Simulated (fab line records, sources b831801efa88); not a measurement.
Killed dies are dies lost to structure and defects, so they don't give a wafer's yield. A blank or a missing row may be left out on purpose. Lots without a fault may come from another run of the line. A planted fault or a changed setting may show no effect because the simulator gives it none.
fab line records | flow sky130
record lots=7 wafers=21 last_day=49
route steps=708 shown METAL3@563 VIA3@573
lots that met no fault: from a run of the same line without faults
start_h: hours from the record's first day to the start of the lot's first wafer shown | wait_h: hours since the lot's step before | " the same as in the row above | L1.1+2: a row that stands for several wafers | - no value, or no start given | * or withheld: withheld | < > ~ a bound
route shown NAME@n: a module of which the file shows steps, and the number in the route of the first | usual: mean/standard deviation of fault-free wafers | same: alike in all rows | chamber/n: place in a boat | sites: the reading at each site | _std_site: their standard deviation | _edge_site: outer sites' mean less inner sites' | radius_mm: how far each site lies from the wafer's centre | mask NAME#n: copy n | behind: the tool/chamber that last shaped the wafer | hold: why the lot was held/for how many hours/how that ended | device: the transistor (n, p or np) that didn't switch | end of line: the same wafers' tests at the end of the route | a step without rows: its recipe alone | killed: dies lost to structure and defects at the first sort, not the wafer's yield | map: a wafer's dies, x killed, . not, _ none there
set.NAME: the setting as run; set.NAME@STEP: as run at that earlier step | model.NAME: the simulator's own value behind a step, which no gauge read
lots at some steps of the route; a table a step, a row a wafer
services: from which hour (start_h, from the record's first day; less than 0 if before it) a tool's chamber was out of use, for how many hours, and why
## steps
# step SKY_METAL3_CD_MEAS_13
# recipe target_cd_nm=300
# usual cd_nm=300.6/1.3
# columns lot.wafer tool chamber start_h wait_h cd_nm
L837.1 cd_sem-02 - 932.20 - 300.7
L837.4 " - " " 299.5
L837.5 " - " " 299.1
L839.3 cd_sem-01 - 932.53 - 302.8
L839.4 " - " " 302.7
L839.6 " - " " 302.1
L840.1 cd_sem-02 - 934.00 - 299.4
L840.5 " - " " 299.6
L840.6 " - " " 299.6
L841.3 cd_sem-01 - 934.69 - 301.2
L841.4 " - " " 300.1
L841.5 " - " " 299.3
L850.2 cd_sem-01 - 992.51 - 301.4
L850.4 " - " " 302.7
L850.5 " - " " 301.5
L851.1 cd_sem-02 - 999.39 - 299.8
L851.2 " - " " 298.6
L851.4 " - " " 300.8
L853.2 cd_sem-02 - 1019.01 - 301.2
L853.3 " - " " 300.8
L853.6 " - " " 300.3
# step SKY_METAL3_OVL_MEAS_14
# usual METAL3_OVL=-2/5.2
# columns lot.wafer tool chamber start_h wait_h METAL3_OVL[nm]
L837.1 overlay-01 - 932.32 0.1 -3
L837.4 " - " " -6
L837.5 " - " " 0
L839.3 overlay-02 - 932.63 0.1 3
L839.4 " - " " -14
L839.6 " - " " -8
L840.1 overlay-02 - 934.12 0.1 -8
L840.5 " - " " -5
L840.6 " - " " -3
L841.3 overlay-02 - 934.78 0.1 4
L841.4 " - " " 2
L841.5 " - " " -3
L850.2 overlay-02 - 992.62 0.1 2
L850.4 " - " " -4
L850.5 " - " " -5
L851.1 overlay-02 - 999.51 0.1 3
L851.2 " - " " -8
L851.4 " - " " 6
L853.2 overlay-02 - 1019.12 0.1 5
L853.3 " - " " 0
L853.6 " - " " -4
# step SKY_METAL3_DESCUM_15
# recipe chemistry=O2 source_power_w=150 bias_power_w=0 pressure_mtorr=10 temp_c=40 time_s=8
# usual chamber_pressure_mTorr=10.000/0.0086 drypump_motor_current_A=6.1/0.35 he_backside_leak_sccm=3.5/0.32 oes_product_au=1.000/0.008
# columns lot.wafer tool chamber start_h wait_h chamber_pressure_mTorr drypump_motor_current_A he_backside_leak_sccm oes_product_au rf_hours_counter_h
L837.1 rie_metal-03 1 932.35 0.0 10.016 5.9 3.4 1.006 6
L837.4 " 0 " " 9.997 5.6 3.1 0.978 -
L837.5 " 1 " " 9.998 5.9 3.1 0.992 -
L839.3 rie_metal-04 0 932.66 0.0 10.009 6.2 3.6 0.990 -
L839.4 " 1 " " 9.999 6.5 3.6 1.007 -
L839.6 " 0 " " 10.007 6.3 5.0 0.987 -
L840.1 rie_metal-03 0 934.15 0.0 9.987 5.5 3.1 0.995 9
L840.5 " 0 " " 9.991 5.5 3.3 0.987 -
L840.6 " 1 " " 9.993 5.9 3.6 1.003 -
L841.3 rie_metal-04 1 934.81 0.0 10.009 6.5 3.5 1.014 -
L841.4 " 0 " " 9.994 6.2 3.5 0.996 -
L841.5 " 0 " " 9.999 6.2 3.6 0.992 -
L850.2 rie_metal-04 1 992.65 0.0 9.999 6.5 3.6 1.007 14
L850.4 " 0 " " 9.989 6.3 3.5 0.997 -
L850.5 " 1 " " 10.003 6.5 3.6 1.003 -
L851.1 rie_metal-01 1 999.55 0.0 10.014 6.4 3.5 1.001 21
L851.2 " 0 " " 10.006 6.0 3.5 1.008 12
L851.4 " 0 " " 9.993 6.0 3.4 1.002 -
L853.2 rie_metal-01 0 1019.16 0.0 10.014 6.0 3.6 1.000 -
L853.3 " 0 " " 10.004 6.0 3.4 0.987 -
L853.6 " 0 " " 9.998 6.0 3.3 1.001 -
# step SKY_METAL3_ETCH_16
# recipe chemistry=N2/H2 target=BARC ion_energy_ev=200 bias_w=100 pressure_mtorr=30 n2_flow_sccm=100 h2_flow_sccm=200 icp_w=500 stop_on=SiO2 time_s=88.2 target_depth_a=600
# step SKY_METAL3_ETCH_17
# recipe target=SiO2 stop_on=TiN chemistry=C4F8/O2/Ar source_w=1500 bias_w=1200 pressure_mtorr=40 c4f8_flow_sccm=withheld O2_flow_sccm=6 Ar_flow_sccm=300 time_s=3.9 target_depth_a=150
# usual chamber_pressure_mTorr=39.99/0.08 oes_product_au=0.758/0.0068
# columns lot.wafer tool chamber start_h wait_h chamber_pressure_mTorr oes_product_au rf_hours_counter_h
L837.1 rie_diel-03 0 932.48 0.1 39.92 0.743 14
L837.4 " 3 " " 39.97 0.758 8
L837.5 " 0 " " 40.09 0.760 -
L839.3 rie_diel-04 0 932.78 0.0 40.03 0.752 17
L839.4 " 2 " " 40.03 0.766 12
L839.6 " 0 " " 40.00 0.768 -
L840.1 rie_diel-03 2 934.28 0.1 40.00 0.744 13
L840.5 " 0 " " 39.97 0.749 -
L840.6 " 1 " " 39.96 0.760 -
L841.3 rie_diel-02 3 934.93 0.0 39.13 0.757 12
L841.4 " 0 " " 40.03 0.772 9
L841.5 " 1 " " 40.03 0.765 -
L850.2 rie_diel-03 3 992.78 0.1 40.05 0.759 10
L850.4 " 2 " " 39.93 0.758 15
L850.5 " 1 " " 40.01 0.762 -
L851.1 rie_diel-03 0 999.68 0.1 40.01 0.758 16
L851.2 " 2 " " 40.01 0.745 15
L851.4 " 1 " " 40.00 0.765 9
L853.2 rie_diel-04 0 1019.41 0.1 40.00 0.755 21
L853.3 " 1 " " 40.00 0.749 24
L853.6 " 1 " " 39.97 0.760 -
# step SKY_METAL3_METAL_ETCH_18
# recipe target_depth_a=8450 stop_on=SiO2 over_etch_frac=0.3 time_s=183.1 chemistry=Cl2/BCl3 resist_sidewall_deg=88 pressure_mtorr=10 icp_w=900 bias_w=48.5 Cl2_flow_sccm=60 bcl3_flow_sccm=30
# usual chamber_pressure_mTorr=10.000/0.0091 drypump_motor_current_A=6.1/0.33 he_backside_leak_sccm=3.46/0.21 oes_product_au=0.865/0.006 throttle_valve_pct=22.263/0.0083
# columns lot.wafer tool chamber start_h wait_h chamber_pressure_mTorr drypump_motor_current_A he_backside_leak_sccm oes_product_au rf_hours_counter_h throttle_valve_pct
L837.1 rie_metal-01 0 932.50 0.0 9.986 6.0 3.47 0.875 9 22.268
L837.4 " 0 " " 9.984 6.0 3.46 0.877 - 22.269
L837.5 " 0 " " 10.013 6.0 3.39 0.871 - 22.259
L839.3 rie_metal-03 0 932.86 0.1 10.015 5.5 3.17 0.869 - 22.268
L839.4 " 1 " " 9.994 6.0 3.62 0.873 - 22.255
L839.6 " 1 " " 10.017 5.9 3.49 0.864 - 22.258
L840.1 rie_metal-01 0 934.30 0.0 10.004 6.0 3.38 0.869 9 22.253
L840.5 " 1 " " 10.010 6.4 3.32 0.865 - 22.257
L840.6 " 0 " " 9.995 6.0 5.14 0.860 - 22.263
L841.3 rie_metal-03 0 935.01 0.1 9.985 5.5 3.05 0.864 - 22.257
L841.4 " 1 " " 10.008 5.9 3.49 0.876 - 22.266
L841.5 " 0 " " 10.007 5.5 3.15 0.868 - 22.285
L850.2 rie_metal-03 1 992.80 0.0 10.009 5.9 3.84 0.863 9 22.258
L850.4 " 1 " " 9.990 5.9 3.66 0.857 - 22.265
L850.5 " 1 " " 9.996 5.9 3.29 0.867 - 22.250
L851.1 rie_metal-04 1 999.70 0.0 9.995 6.5 3.26 0.860 14 22.268
L851.2 " 0 " " 10.002 6.2 3.59 0.861 19 22.260
L851.4 " 1 " " 10.002 6.5 3.42 0.867 - 22.271
L853.2 rie_metal-03 0 1019.43 0.0 9.996 5.5 3.23 0.869 12 22.258
L853.3 " 0 " " 9.998 5.5 3.21 0.869 - 22.262
L853.6 " 1 " " 9.993 6.0 3.44 0.869 - 22.274
# step SKY_METAL3_STRIP_19
# recipe chemistry=O2/N2 power_w=1400 pressure_mtorr=1500 platen_temp_c=withheld o2_flow_sccm=3000 n2_flow_sccm=300 overash_fraction=0.5
# step SKY_METAL3_STRIP_20
# recipe chemistry=post_etch_residue_remover time_s=1200 temp_c=72.5
# step SKY_METAL3_CLEAN_21
# recipe chemistry=IPA time_s=180 temp_c=25
# step SKY_METAL3_CLEAN_22
# recipe chemistry=O3/DIW dry=n2_spin
# step SKY_VIA3_HDPCVD_00
# recipe material=SiO2 target_thk_nm=1635 sigma_open_frac=0.3 time_s=272.5 temp_c=400 sih4_flow_sccm=60 pressure_mtorr=6
# step SKY_VIA3_THK_MEAS_01
# recipe reads=SiO2_of_VIA3_HDPCVD_00
# usual VIA3_HDPCVD_THK=1625/15
# columns lot.wafer tool chamber start_h wait_h VIA3_HDPCVD_THK[nm]
L839.3 film_metro-04 - 933.79 0.1 1604
L839.4 " - " " 1598
L839.6 " - " " 1599
L837.1 film_metro-03 - 933.79 0.1 1635
L837.4 " - " " 1633
L837.5 " - " " 1627
L840.1 film_metro-03 - 935.74 0.1 1627
L840.5 " - " " 1645
L840.6 " - " " 1635
L841.3 film_metro-01 - 935.91 0.1 1608
L841.4 " - " " 1614
L841.5 " - " " 1608
L850.2 film_metro-04 - 993.75 0.1 1617
L850.4 " - " " 1619
L850.5 " - " " 1630
L851.1 film_metro-01 - 1000.64 0.1 1646
L851.2 " - " " 1659
L851.4 " - " " 1638
L853.2 film_metro-03 - 1020.46 0.2 1630
L853.3 " - " " 1620
L853.6 " - " " 1616
# step SKY_VIA3_CMP_02
# recipe material=SiO2 down_force_psi=4 platen_rpm=60 pad_velocity_m_s=0.94248
# usual edge_zone_pressure_frac=0.999/0.0053 head_pressure_psi=4.000/0.0085 motor_current_A=11.7/0.68 platen_rpm=60.00/0.035 slurry_filter_dp_kPa=13.50/0.14
# columns lot.wafer tool chamber start_h wait_h edge_zone_pressure_frac head_pressure_psi motor_current_A platen_rpm slurry_filter_dp_kPa model.SiO2_of_VIA3_HDPCVD_00.thk_nm
L837.1 cmp-01 0 933.85 0.1 - - - - - 1632
L837.4 " 1 " " - - - - - 1634
L837.5 " 0 " " - - - - - 1627
L839.3 cmp-02 1 933.93 0.1 0.996 4.001 12.0 59.97 13.27 464.6
L839.4 " 2 " " 0.995 4.001 10.8 60.03 13.39 465.3
L839.6 " 3 " " 0.996 4.004 12.3 60.00 13.34 466.4
L840.1 cmp-01 2 935.95 0.2 - - - - - 1628
L840.6 " 3 " " - - - - - 1634
L840.5 " 0 " " - - - - - 1645
L841.4 cmp-02 2 936.00 0.1 - - - - - 1615
L841.3 " 3 " " - - - - - 1608
L841.5 " 2 " " - - - - - 1609
L850.4 cmp-02 0 993.80 0.0 0.998 4.001 11.5 60.00 13.43 465.9
L850.2 " 3 " " 1.003 4.004 11.4 60.02 13.45 466
L850.5 " 0 " " 0.999 3.998 11.9 60.01 13.83 465.7
L851.2 cmp-02 3 1000.70 0.0 1.009 3.993 11.9 60.05 13.59 464.6
L851.4 " 0 " " 1.000 4.003 12.7 59.99 13.52 466
L851.1 " 2 " " 0.998 3.992 10.8 60.07 13.48 465.9
L853.2 cmp-02 3 1020.61 0.1 0.996 4.015 11.4 60.01 13.59 467
L853.3 " 0 " " 0.998 4.003 12.0 59.97 13.57 466.4
L853.6 " 2 " " 0.991 4.004 11.3 59.97 13.43 466.3
# step SKY_VIA3_BOW_MEAS_03
# recipe mode=bow
# usual VIA3_BOW=80/7.6
# columns lot.wafer tool chamber start_h wait_h VIA3_BOW[um]
L837.1 film_metro-03 - 934.15 0.2 140
L837.4 " - " " 146
L837.5 " - " " 155
L839.3 film_metro-01 - 934.17 0.2 94
L839.4 " - " " 82
L839.6 " - " " 84
L840.1 film_metro-03 - 936.10 0.1 141
L840.5 " - " " 147
L840.6 " - " " 158
L841.3 film_metro-04 - 936.29 0.2 136
L841.4 " - " " 122
L841.5 " - " " 124
L850.2 film_metro-03 - 994.12 0.1 65
L850.4 " - " " 82
L850.5 " - " " 82
L851.1 film_metro-03 - 1001.00 0.1 60
L851.2 " - " " 73
L851.4 " - " " 66
L853.2 film_metro-01 - 1020.83 0.2 71
L853.3 " - " " 67
L853.6 " - " " 70
# step SKY_VIA3_DEHYDRATE_04
# recipe temp_c=200 time_s=60
# step SKY_VIA3_HMDS_05
# recipe prime_time_s=60 prime_temp_c=120
# step SKY_VIA3_COAT_06
# recipe resist=BARC temp_c=withheld time_s=withheld spin_rpm=3000 resist_thk_nm=60
# step SKY_VIA3_COAT_07
# recipe resist=KrF-thick spin_rpm=3000 resist_thk_nm=450
# step SKY_VIA3_SOFTBAKE_08
# recipe temp_c=100 time_s=90 resist=KrF-thick
# step SKY_VIA3_EXPOSE_09
# recipe mask_id=VIM3 na=0.8 source_shape=annular sigma_inner=0.55 sigma_outer=0.85 target_cd_nm=200 dose_mj=38
# step SKY_VIA3_PEB_10
# recipe peb_temp_c=withheld peb_time_s=withheld resist=KrF-thick
# step SKY_VIA3_DEVELOP_11
# recipe develop_time_s=60 resist=KrF-thick dev_temp_c=21
# step SKY_VIA3_CD_MEAS_12
# recipe target_cd_nm=200
# usual cd_nm=199.9/1.5
# columns lot.wafer tool chamber start_h wait_h cd_nm
L839.3 cd_sem-02 - 958.49 - 198.9
L839.4 " - " " 199.4
L839.6 " - " " 198.3
L837.1 cd_sem-01 - 958.80 - 201.9
L837.4 " - " " 201.6
L837.5 " - " " 200.7
L840.1 cd_sem-02 - 960.74 - 198.9
L840.5 " - " " 200.3
L840.6 " - " " 198.6
L841.3 cd_sem-02 - 961.13 - 200.7
L841.4 " - " " 201.6
L841.5 " - " " 200.6
L850.2 cd_sem-01 - 1017.01 - 200.9
L850.4 " - " " 199.7
L850.5 " - " " 200.5
L851.1 cd_sem-02 - 1024.40 - 200.9
L851.2 " - " " 201.2
L851.4 " - " " 201.6
L853.2 cd_sem-02 - 1043.62 - 200.0
L853.3 " - " " 201.5
L853.6 " - " " 199.9
# step SKY_VIA3_OVL_MEAS_13
# usual VIA3_OVL=-4/4.9
# columns lot.wafer tool chamber start_h wait_h VIA3_OVL[nm]
L839.3 overlay-01 - 958.59 0.1 2
L839.4 " - " " -9
L839.6 " - " " 1
L837.1 overlay-01 - 958.92 0.1 -6
L837.4 " - " " -6
L837.5 " - " " -4
L840.1 overlay-01 - 960.86 0.1 0
L840.5 " - " " -3
L840.6 " - " " -6
L841.3 overlay-01 - 961.23 0.1 -8
L841.4 " - " " -5
L841.5 " - " " 1
L850.2 overlay-01 - 1017.12 0.1 -7
L850.4 " - " " -7
L850.5 " - " " 0
L851.1 overlay-01 - 1024.52 0.1 -6
L851.2 " - " " -14
L851.4 " - " " -10
L853.2 overlay-01 - 1043.73 0.1 -8
L853.3 " - " " -4
L853.6 " - " " 0
# step SKY_VIA3_ETCH_14
# recipe chemistry=N2/H2 target=BARC ion_energy_ev=200 source_w=500 bias_w=100 pressure_mtorr=30 n2_flow_sccm=100 h2_flow_sccm=200 stop_on=SiO2 time_s=45.9 target_depth_a=600
# step SKY_VIA3_ETCH_15
# recipe target=SiO2 chemistry=C4F8/O2/Ar target_depth_nm=507 stop_on=TiN mask_material=KrF-thick source_w=1500 bias_w=1200 pressure_mtorr=40 c4f8_flow_sccm=withheld O2_flow_sccm=6 Ar_flow_sccm=300 time_s=78
# usual chamber_pressure_mTorr=40.00/0.055 oes_product_au=0.946/0.0049
# columns lot.wafer tool chamber start_h wait_h chamber_pressure_mTorr oes_product_au rf_hours_counter_h model.etch.depth_nm model.VIA3.feature_depth_nm
L839.3 rie_diel-01 2 958.65 0.0 39.91 0.944 10 464.6 464.6
L839.4 " 0 " " 39.97 0.949 27 465.3 465.3
L839.6 " 2 " " 40.02 0.946 - 466.4 466.4
L837.1 rie_diel-01 3 959.00 0.0 39.93 1.634 19 510.5 510.5
L837.4 " 0 " " 40.00 1.638 27 512.8 512.8
L837.5 " 0 " " 40.03 1.644 - 511.3 511.3
L840.1 rie_diel-01 3 960.94 0.0 40.01 1.628 19 509.2 509.2
L840.5 " 2 " " 40.02 1.626 - 507.1 507.1
L840.6 " 3 " " 39.99 1.618 - 506.8 506.8
L841.3 rie_diel-03 2 961.29 0.0 40.01 1.645 14 516.1 516.1
L841.4 " 1 " " 39.96 1.641 8 514.7 514.7
L841.5 " 1 " " 39.98 1.638 - 513.1 513.1
L850.2 rie_diel-03 3 1017.19 0.0 40.05 0.950 11 466 466
L850.4 " 0 " " 39.99 0.946 17 465.9 465.9
L850.5 " 3 " " 40.07 0.943 - 465.7 465.7
L851.1 rie_diel-03 0 1024.59 0.0 40.05 0.948 17 465.9 465.9
L851.2 " 2 " " 40.01 0.951 16 464.6 464.6
L851.4 " 1 " " 39.92 0.951 10 466 466
L853.2 rie_diel-03 1 1043.80 0.0 40.05 0.954 10 467 467
L853.3 " 3 " " 40.01 0.946 12 466.4 466.4
L853.6 " 0 " " 39.91 0.943 - 466.3 466.3
# step SKY_VIA3_STRIP_16
# recipe chemistry=O2/N2 power_w=1400 pressure_mtorr=1500 platen_temp_c=withheld o2_flow_sccm=3000 n2_flow_sccm=300 overash_fraction=0.5
# step SKY_VIA3_STRIP_17
# recipe chemistry=post_etch_residue_remover time_s=1200 temp_c=72.5
# step SKY_VIA3_CLEAN_18
# recipe chemistry=IPA time_s=180 temp_c=25
# step SKY_VIA3_CLEAN_19
# recipe chemistry=O3/DIW dry=n2_spin
# step SKY_VIA3_SPUTTER_20
# recipe material=TiN target_thk_nm=20 chamber_pressure_pa=5 power_w=4000 time_s=80
# usual chamber_pressure_pa=4.999/0.011 throttle_valve_pct=30.1/0.76
# columns lot.wafer tool chamber start_h wait_h chamber_pressure_pa throttle_valve_pct
L839.3 pvd_sputter-03 - 959.30 0.0 5.007 30.4
L839.4 " - " " 4.995 28.8
L839.6 " - " " 4.971 30.3
L837.1 pvd_sputter-01 - 959.65 0.0 4.990 30.3
L837.4 " - " " 4.994 30.1
L837.5 " - " " 4.978 30.3
L840.1 pvd_sputter-02 - 961.59 0.0 4.987 29.1
L840.5 " - " " 4.977 30.5
L840.6 " - " " 4.987 30.4
L841.3 pvd_sputter-03 - 961.94 0.0 5.002 28.5
L841.4 " - " " 5.008 28.8
L841.5 " - " " 4.987 29.2
L850.2 pvd_sputter-03 - 1017.87 0.0 5.001 29.2
L850.4 " - " " 5.011 30.1
L850.5 " - " " 4.988 28.8
L851.1 pvd_sputter-03 - 1025.24 0.0 5.015 29.3
L851.2 " - " " 5.002 31.6
L851.4 " - " " 4.988 30.6
L853.2 pvd_sputter-02 - 1044.45 0.0 4.998 30.4
L853.3 " - " " 4.988 30.7
L853.6 " - " " 4.994 30.3
# step SKY_VIA3_CVD_21
# recipe material=W target_thk_nm=390 time_s=117.31 temp_c=400 pressure_torr=40
# usual heater_power_w=856/50
# columns lot.wafer tool chamber start_h wait_h heater_power_w since_wet_clean_h
L839.3 cvd_w-01 0 959.41 0.1 877 -
L839.4 " 1 " " 904 -
L839.6 " 1 " " 919 -
L837.1 cvd_w-02 0 959.71 0.0 862 42
L837.4 " 1 " " 787 -
L837.5 " 0 " " 889 -
L840.1 cvd_w-02 1 961.65 0.0 784 44
L840.5 " 0 " " 870 -
L840.6 " 1 " " 787 -
L841.3 cvd_w-01 0 962.05 0.1 881 -
L841.4 " 1 " " 908 -
L841.5 " 1 " " 884 -
L850.2 cvd_w-02 0 1017.94 0.0 874 100
L850.4 " 0 " " 875 -
L850.5 " 0 " " 845 -
L851.1 cvd_w-02 0 1025.31 0.0 880 107
L851.2 " 1 " " 789 107
L851.4 " 0 " " 868 -
L853.2 cvd_w-02 1 1044.52 0.0 799 127
L853.3 " 1 " " 784 -
L853.6 " 0 " " 889 -
# step SKY_VIA3_CMP_24
# recipe stop_on=SiO2 t_overpolish_s=20 down_force_psi=3.5 platen_rpm=60 target_thk_nm=0 pad_velocity_m_s=0.94248
# usual edge_zone_pressure_frac=0.999/0.0051 head_pressure_psi=3.500/0.0079 motor_current_A=10.7/0.62 platen_rpm=60.00/0.04 slurry_filter_dp_kPa=13.51/0.15
# columns lot.wafer tool chamber start_h wait_h edge_zone_pressure_frac head_pressure_psi motor_current_A platen_rpm slurry_filter_dp_kPa model.SiO2_of_VIA3_HDPCVD_00.thk_nm
L839.3 cmp-02 1 959.67 0.0 1.004 3.505 12.0 59.94 13.49 460.2
L839.4 " 3 " " 1.005 3.484 10.4 60.02 13.60 460.9
L839.6 " 1 " " 1.000 3.504 11.4 59.94 13.65 462
L837.1 cmp-01 2 960.07 0.1 0.995 3.510 11.3 60.02 13.65 1628
L837.4 " 3 " " 1.005 3.483 9.7 60.07 13.45 1629
L837.5 " 2 " " 0.994 3.506 10.7 59.99 13.46 1622
L840.1 cmp-01 3 962.11 0.2 1.006 3.494 9.8 60.01 13.58 1624
L840.6 " 0 " " 0.999 3.506 10.9 59.97 13.54 1630
L840.5 " 1 " " 1.009 3.506 10.5 60.02 13.29 1640
L841.4 cmp-02 0 962.36 0.1 0.998 3.488 10.9 59.99 13.10 1610
L841.3 " 2 " " 0.999 3.499 10.2 59.95 13.61 1604
L841.5 " 0 " " 0.997 3.497 10.9 59.96 13.49 1604
L850.2 cmp-01 0 1018.24 0.0 0.994 3.499 11.0 59.96 13.72 461.6
L850.4 " 3 " " 1.001 3.508 9.8 60.04 13.47 461.5
L850.5 " 0 " " 1.005 3.503 11.0 59.97 13.57 461.3
L851.4 cmp-02 0 1025.61 0.0 1.001 3.513 11.5 60.01 13.65 461.6
L851.2 " 1 " " 0.994 3.493 11.0 60.01 13.60 460.2
L851.1 " 2 " " 1.000 3.499 10.2 60.03 13.44 461.5
L853.2 cmp-02 1 1044.82 0.0 0.987 3.498 11.6 59.95 13.67 462.6
L853.3 " 0 " " 0.998 3.503 11.5 59.98 13.48 462
L853.6 " 2 " " 1.003 3.477 10.2 60.03 13.70 461.9
## services
# columns tool chamber start_h hours kind
rie_diel-03 - 910.67 0.5 repair
cmp-01 - 912.17 4.0 pm
cmp-02 - 917.61 5.5 repair
cvd_w-01 1 929.85 1.3 repair
cmp-02 - 931.48 0.6 repair
rie_metal-04 - 938.96 0.5 repair
rie_metal-03 - 947.65 15.6 pm
cmp-01 - 952.13 1.7 repair
rie_diel-04 - 957.40 1.7 repair
cvd_w-02 - 968.50 2.8 pm
cmp-02 - 968.66 2.0 repair
rie_diel-04 2 971.71 29.8 repair
rie_diel-03 0 978.28 4.3 repair
rie_diel-01 0 980.65 8.1 repair
cmp-02 - 981.47 1.7 repair
rie_diel-04 3 982.00 45.3 repair
pvd_sputter-02 - 983.41 1.5 repair
rie_diel-01 3 983.46 3.2 repair
rie_diel-04 1 985.02 5.1 repair
cmp-02 - 992.62 1.0 repair
pvd_sputter-02 - 995.85 1.8 repair
cmp-02 - 1008.91 1.1 repair
rie_diel-01 1 1029.55 3.8 repair
rie_metal-03 1 1032.42 8.9 repair
## key
first_sign step=SKY_VIA3_CMP_02 reading=tool_record direction=missing
effect step=SKY_VIA3_BOW_MEAS_03 reading=VIA3_BOW direction=up sigmas=8 usual=80 struck=141
effect step=SKY_VIA3_ETCH_15 reading=oes_product_au direction=up sigmas=99+ usual=0.946 struck=1.635
model_effect step=SKY_VIA3_CMP_02 value=SiO2_of_VIA3_HDPCVD_00.thk_nm without=465.2 struck=1626
model_effect step=SKY_VIA3_ETCH_15 value=etch.depth_nm without=465.2 struck=511.3
model_effect step=SKY_VIA3_CMP_24 value=SiO2_of_VIA3_HDPCVD_00.thk_nm without=460.8 struck=1621
met_at SKY_VIA3_CMP_02
struck_wafers L837.1,L837.4,L837.5,L840.1,L840.5,L840.6,L841.3,L841.4,L841.5
later_rows_left_out L837.1,L837.4,L837.5,L840.1,L840.5,L840.6,L841.3,L841.4,L841.5
sort_left_out L837.1,L837.4,L837.5,L840.1,L840.5,L840.6,L841.3,L841.4,L841.5
tester_left_out L840,L841
earlier_fault kind=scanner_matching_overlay tool=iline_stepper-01 chamber=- onset_h=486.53 steps=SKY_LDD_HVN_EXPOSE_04 offset=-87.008
fault kind=skipped_step_whole tool=cmp-01,cmp-02 chamber=- onset_h=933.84 steps=SKY_VIA3_CMP_02 scope=struck_lots_only
# tester_left_out: of these lots the tester's yield and bins aren't shown, on N5 and GAA mostly nor the transistor test; their killed dies are dies lost to structure and defects alone, not to doping, threshold or leakage, so they don't give the yield
# sort_left_out: the simulated sort isn't trusted on such a fault, so these wafers' sort isn't shown, and their yield isn't known
# later_rows_left_out: the simulator's readings of these wafers behind a module that went badly wrong aren't trusted and aren't shown, but for the sort
